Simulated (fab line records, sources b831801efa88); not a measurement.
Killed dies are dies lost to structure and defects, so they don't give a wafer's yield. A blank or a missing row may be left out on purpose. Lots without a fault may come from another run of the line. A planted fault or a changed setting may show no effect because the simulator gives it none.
A struck lot beside a sound one | flow sky130 | 15 steps out of a route of 708
Sound: wafers L447.2, L447.3, L447.6. Struck: wafer L455.5. (L455.4 of the same lot was not struck and is left out.) The cause comes at the end.
At each step with rows: each side's tool, then ch and its chambers, then its first start. Under that, the readings that differ: sound wafers | struck wafers | difference of the means | sigmas: that difference in standard deviations of wafers without a fault.
alike: readings whose means differ by less than 2 such deviations, and words and numbers that are the same on both sides. not compared: withheld readings, readings that some wafer has no value for, bounds like >300 that may hide the same value, and numbers for which the record gives no deviation and whose values overlap.
The two part at a step that has a row with sigmas, a row that says differs or no value, or rows on one side only. Numbers that don't overlap but have no deviation are shown without sigmas and don't part them. A reading that every wafer of one side lacks parts them only if that side has two wafers or more.

SKY_FIELD_ISO_ETCH_15: etches the open film in CHF3/O2, stops on Si, target depth 180 nm, time 72 s.
  sound on rie_diel-01 ch 2,3, day 2 07:47; struck on rie_diel-03 ch 0, day 3 23:32
  reading               | sound             | struck | difference | sigmas
  oes_product_au (a.u.) | 0.949 0.948 0.961 | 0.925  | -0.028     | -4
  alike: drypump_motor_current_A, throttle_valve_pct
  not compared: rf_hours_counter_h
SKY_FIELD_ISO_STRIP_16: strips in O2/N2.
  sound on plasma_asher-01 ch 0, day 2 07:51; struck on plasma_asher-04 ch 0, day 3 23:38
  reading                      | sound             | struck | difference | sigmas
  strip_time_to_endpoint_s (s) | 3.556 3.558 3.547 | 3.498  | -0.056     | -2
  alike: drypump_motor_current_A, oes_product_au
  not compared: rf_hours_counter_h
SKY_FIELD_ISO_ETCH_17: etches Si in HBr/Cl2/O2, target depth 342 nm, time 97.7 s.
  sound on rie_si-02 ch 0,2,3, day 2 07:57; struck on rie_si-02 ch 1, day 3 23:42
  reading                     | sound       | struck | difference | sigmas
  drypump_motor_current_A (A) | 6.4 5.6 5.9 | 5.0    | -1.0       | -3
  alike: oes_product_au, throttle_valve_pct
  not compared: rf_hours_counter_h
then, 5 steps without rows for these wafers: SKY_FIELD_ISO_WET_ETCH_18 (etches Si3N4 in H3PO4, target depth 25 nm, time 286 s); SKY_FIELD_ISO_CLEAN_19 (cleans in SC1/SC2, time 150 s); SKY_FIELD_ISO_CLEAN_20 (cleans in dHF, time 20 s); SKY_FIELD_ISO_WET_ETCH_21 (etches SiO2 in dHF, target depth 20 nm, time 400 s); SKY_FIELD_ISO_OXIDATION_22 (stabilise 600 s, purge 300 s, target thk 10 nm).
SKY_FIELD_ISO_THK_MEAS_23:
  sound on film_metro-02, day 2 09:29; struck on film_metro-02, day 4 02:29
  alike: FIELD_ISO_OXIDATION_01_THK
then, 1 step without rows for these wafers: SKY_FIELD_ISO_CVD_24 (deposits SiO2, target thk 595 nm, time 99.2 s).
SKY_FIELD_ISO_THK_MEAS_25:
  sound on film_metro-02, day 2 09:37; struck on film_metro-01, day 4 02:37
  alike: FIELD_ISO_CVD_24_THK
then, 1 step without rows for these wafers: SKY_FIELD_ISO_ANNEAL_26 (time 1800 s).
SKY_FIELD_ISO_CMP_27: polishes, stops on Si3N4, t overpolish 16 s, target thk 457.8 nm.
  sound on cmp-01 ch 0,1,2, day 2 11:56; struck on cmp-01 ch 0, day 4 04:11
  reading                | sound       | struck | difference | sigmas
  time_to_endpoint_s (s) | 115 110 117 | 216    | +102       | +28
  alike: edge_zone_pressure_frac, motor_current_A, overpolish_run_s
then, 1 step without rows for these wafers: SKY_FIELD_ISO_WET_ETCH_28 (etches SiO2 in dHF, target depth 23.7 nm, time 47 s).
-- the record jumps here: 44 days lie between the struck wafers' starts before and after (it left off in module FIELD_ISO and takes up again in module PAD_OPEN, whose first step shown is number 708 of the route) --
SKY_PAD_OPEN_PROBE_99:
  sound on prober-01, day 45 15:05; struck on prober-01, day 47 18:32
  reading            | sound    | struck | difference | sigmas
  killed_at_contacts | 24 13 17 | 30     | +12        | +2
  alike: killed_at_M0_to_M3, killed_at_M4_up, killed_at_front_end, killed_at_other, killed_dies, killed_open, killed_short

WHERE THEY PART
First at SKY_FIELD_ISO_ETCH_15; last, within this record, at SKY_PAD_OPEN_PROBE_99.

WHY: what the simulator had put in
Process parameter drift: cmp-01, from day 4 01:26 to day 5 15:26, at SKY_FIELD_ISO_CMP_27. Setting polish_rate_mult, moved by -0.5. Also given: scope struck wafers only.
